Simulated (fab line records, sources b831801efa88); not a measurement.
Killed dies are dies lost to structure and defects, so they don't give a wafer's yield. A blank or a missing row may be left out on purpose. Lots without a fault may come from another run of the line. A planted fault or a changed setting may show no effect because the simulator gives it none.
Chamber matching | flow gf180mcu | GF_V2_CVD_02 on pecvd-02: 3 sister chambers
The step deposits SiO2 from TEOS, target thk 850 nm, time 94.851 s. 6 wafers are shown with their chamber, then 7 later ones without.

WAFERS WITH THEIR CHAMBER
wafer  | chamber | heater_power_w (W) | rf_fwd_power_W (W)
L083.5 | 2       | 535                | 594.8
L085.3 | 2       | 571                | 597.7
L089.4 | 1       | 581                | 596.7
L089.6 | 0       | 589                | 598.4
L092.1 | 1       | 632                | 598.8
L092.2 | 0       | 647                | 592.9

WAFERS WITHOUT THEIR CHAMBER
wafer  | heater_power_w (W) | rf_fwd_power_W (W)
L092.5 | 732                | 594.1
L094.3 | 517                | 599.2
L094.5 | 583                | 596.9
L094.6 | 551                | 597.2
L096.1 | 571                | 596.3
L096.3 | 724                | 597.1
L096.5 | 578                | 598.1

WHICH CHAMBER EACH WENT THROUGH
wafer  | from the rows above          | in truth
L092.5 | can't be placed: 0 or 1 or 2 | 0
L094.3 | can't be placed: 2 or 1 or 0 | 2
L094.5 | can't be placed: 1 or 2 or 0 | 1
L094.6 | can't be placed: 2 or 1 or 0 | 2
L096.1 | can't be placed: 2 or 1 or 0 | 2
L096.3 | can't be placed: 0 or 1 or 2 | 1
L096.5 | can't be placed: 1 or 2 or 0 | 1
Placed correctly: 0 of 7. Can't be placed from these rows: 7 (the true chamber is among the candidates in 7). Placed wrongly: 0.
How it was worked out, from the rows above alone: a wafer's distance from a chamber is the root of the sum, over the readings, of the square of ((its reading less the chamber's mean) divided by the reading's scatter). The wafer belongs to the nearest chamber; if the next one is less than 2 further off, it can't be placed. A chamber's mean is the mean of its shown wafers. The scatter: the root of (the sum of the squares of (reading less its chamber's mean) over the shown wafers, divided by (wafers less chambers)).
